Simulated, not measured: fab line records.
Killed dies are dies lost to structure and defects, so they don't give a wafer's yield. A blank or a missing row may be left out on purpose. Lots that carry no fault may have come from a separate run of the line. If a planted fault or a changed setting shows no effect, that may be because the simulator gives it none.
Which of the tools did it? :: flow sky130 :: 13 lots, 39 wafers sampled, at 3 steps of a route of 708

== WHAT THE GAUGES SHOWED, per wafer ==
SKY_VT_ADJUST_PCH_OVL_MEAS_07.
lot: L286
measured: day 10 04:53
on: overlay-01
VT_ADJUST_PCH_OVL (nm): 0.4 0.8 0.3

lot: L287
measured: day 10 16:08
on: overlay-01
VT_ADJUST_PCH_OVL (nm): 1.6 0.3 1.8

lot: L288
measured: day 11 02:59
on: overlay-02
VT_ADJUST_PCH_OVL (nm): 1.5 1.2 1.6

lot: L289
measured: day 11 05:07
on: overlay-02
VT_ADJUST_PCH_OVL (nm): -0.4 -0.4 0.0

lot: L290
measured: day 11 15:32
on: overlay-01
VT_ADJUST_PCH_OVL (nm): -2.3 -0.5 -1.6

lot: L294
measured: day 12 20:02
on: overlay-01
VT_ADJUST_PCH_OVL (nm): 1.4 0.8 0.2

lot: L298
measured: day 14 07:50
on: overlay-02
VT_ADJUST_PCH_OVL (nm): 0.1 -0.8 0.1

lot: L299
measured: day 14 11:20
on: overlay-01
VT_ADJUST_PCH_OVL (nm): -0.2 0.0 1.4

lot: L300
measured: day 14 23:31
on: overlay-02
VT_ADJUST_PCH_OVL (nm): -0.7 0.3 -0.2

lot: L302
measured: day 15 13:41
on: overlay-01
VT_ADJUST_PCH_OVL (nm): -2.4 -2.3 -1.2

lot: L304
measured: day 16 05:41
on: overlay-01
VT_ADJUST_PCH_OVL (nm): -1.3 -0.9 -1.4

lot: L308
measured: day 17 14:32
on: overlay-02
VT_ADJUST_PCH_OVL (nm): -1.9 -1.7 -2.1

lot: L309
measured: day 17 19:56
on: overlay-02
VT_ADJUST_PCH_OVL (nm): 0.2 0.4 -1.3

SKY_POLY_GATE_CD_MEAS_13: the cd target is 150 nm.
lot: L286
measured: day 15 23:59
on: cd sem-01
cd nm (nm): 152.7 151.5 152.5

lot: L287
measured: day 16 16:02
on: cd sem-01
cd nm (nm): 150.1 150.3 150.4

lot: L288
measured: day 17 05:07
on: cd sem-02
cd nm (nm): 149.1 150.6 151.2

lot: L289
measured: day 17 06:38
on: cd sem-01
cd nm (nm): 148.6 150.0 148.5

lot: L290
measured: day 17 20:18
on: cd sem-02
cd nm (nm): 146.5 147.7 147.8

lot: L294
measured: day 19 06:26
on: cd sem-01
cd nm (nm): 151.0 150.7 152.3

lot: L298
measured: day 20 23:57
on: cd sem-02
cd nm (nm): 151.6 151.6 151.8

lot: L299
measured: day 21 05:22
on: cd sem-02
cd nm (nm): 149.0 149.2 149.0

lot: L300
measured: day 21 16:14
on: cd sem-02
cd nm (nm): 149.8 150.3 149.7

lot: L302
measured: day 22 08:26
on: cd sem-02
cd nm (nm): 150.6 150.3 149.5

lot: L304
measured: day 23 04:14
on: cd sem-02
cd nm (nm): 151.9 151.3 150.2

lot: L308
measured: day 24 08:39
on: cd sem-01
cd nm (nm): 150.1 149.1 148.9

lot: L309
measured: day 25 06:16
on: cd sem-01
cd nm (nm): 151.0 149.7 150.6

== WHICH TOOL RAN EACH LOT (tool, then ch and the chambers of the sampled wafers, then the start) ==
lot: L286
SKY_RES_PROTECT_COAT_02: litho track-01 ch 0, day 14 03:23

lot: L287
SKY_RES_PROTECT_COAT_02: litho track-03 ch 0, day 14 20:16

lot: L288
SKY_RES_PROTECT_COAT_02: litho track-01 ch 0, day 15 08:35

lot: L289
SKY_RES_PROTECT_COAT_02: litho track-04 ch 0, day 15 09:43

lot: L290
SKY_RES_PROTECT_COAT_02: litho track-04 ch 0, day 15 23:00

lot: L294
SKY_RES_PROTECT_COAT_02: litho track-03 ch 0, day 17 05:44

lot: L298
SKY_RES_PROTECT_COAT_02: litho track-04 ch 0, day 19 00:57

lot: L299
SKY_RES_PROTECT_COAT_02: litho track-01 ch 0, day 19 03:56

lot: L300
SKY_RES_PROTECT_COAT_02: litho track-03 ch 0, day 19 15:25

lot: L302
SKY_RES_PROTECT_COAT_02: litho track-04 ch 0, day 20 09:31

lot: L304
SKY_RES_PROTECT_COAT_02: litho track-04 ch 0, day 21 03:07

lot: L308
SKY_RES_PROTECT_COAT_02: litho track-04 ch 0, day 22 09:21

lot: L309
SKY_RES_PROTECT_COAT_02: litho track-04 ch 0, day 23 07:34
- SKY_RES_PROTECT_COAT_02: resist thk 1140 nm.

== WHAT THE TOOLS THEMSELVES READ (means of the sampled wafers that have a number; where no wafer has one, the mark that the record gives instead) ==
SKY_RES_PROTECT_COAT_02.
lot: L286
tool: litho track-01
spin speed rpm (rpm): 2998.9

lot: L287
tool: litho track-03
spin speed rpm (rpm): 2999.1

lot: L288
tool: litho track-01
spin speed rpm (rpm): 3002.7

lot: L289
tool: litho track-04
spin speed rpm (rpm): 3001.3

lot: L290
tool: litho track-04
spin speed rpm (rpm): 2998.7

lot: L294
tool: litho track-03
spin speed rpm (rpm): 3003.4

lot: L298
tool: litho track-04
spin speed rpm (rpm): 2998.7

lot: L299
tool: litho track-01
spin speed rpm (rpm): 2999.5

lot: L300
tool: litho track-03
spin speed rpm (rpm): 3000.5

lot: L302
tool: litho track-04
spin speed rpm (rpm): 3000.5

lot: L304
tool: litho track-04
spin speed rpm (rpm): 2998.8

lot: L308
tool: litho track-04
spin speed rpm (rpm): 2949.8

lot: L309
tool: litho track-04
spin speed rpm (rpm): 2950.2

== THE ANSWER, worked out from the rows above alone ==
Rule: what is usual is taken from the lots themselves. Put in order of their means at a reading, lots are off if they are a third of the lots or fewer, leave a main group of 4 or more, and stand apart from it by a gap of 3 or more times the standard deviation of the main group's means; of several such gaps the widest counts. Not used: any main group whose means are identical at the precision the tables above print for the reading. Also off: a lot with no number at a reading for which 4 or more lots have one. The other lots that the step has rows for count as sound. After the gauges, taken in route order, come the tools' own readings; for these a lot's mean is taken, as printed above. The first step at which some lot is off is used, and at that step the reading that is off furthest; a lot without a number counts as furthest.
Off, at SKY_RES_PROTECT_COAT_02 on spin speed rpm: L308, L309. Main group: mean 3000.2 rpm, sd 1.6.
A tool fits if, at that step or a process step before it, it ran every lot that is off, and no sound lot after the first of them. One candidate fits, namely litho track-04 at SKY_RES_PROTECT_COAT_02. A fault onset in the window from L304 (day 21 03:07, its last sound lot) to L308 (day 22 09:21, its first lot off) fits.
On the lots that are off, the tool's own readings at SKY_RES_PROTECT_COAT_02 differ by more than 5 times the standard deviation of the sound lots' means, which bears it out; spin speed rpm reads 2950.0 rpm there versus 3000.2 rpm on the sound lots.

== WHAT THE SIMULATOR PUT IN ==
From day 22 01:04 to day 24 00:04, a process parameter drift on litho track-04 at SKY_RES_PROTECT_COAT_02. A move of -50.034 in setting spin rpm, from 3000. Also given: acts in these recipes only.
Lots struck among those shown: L308, L309. Same finding as the rule above.
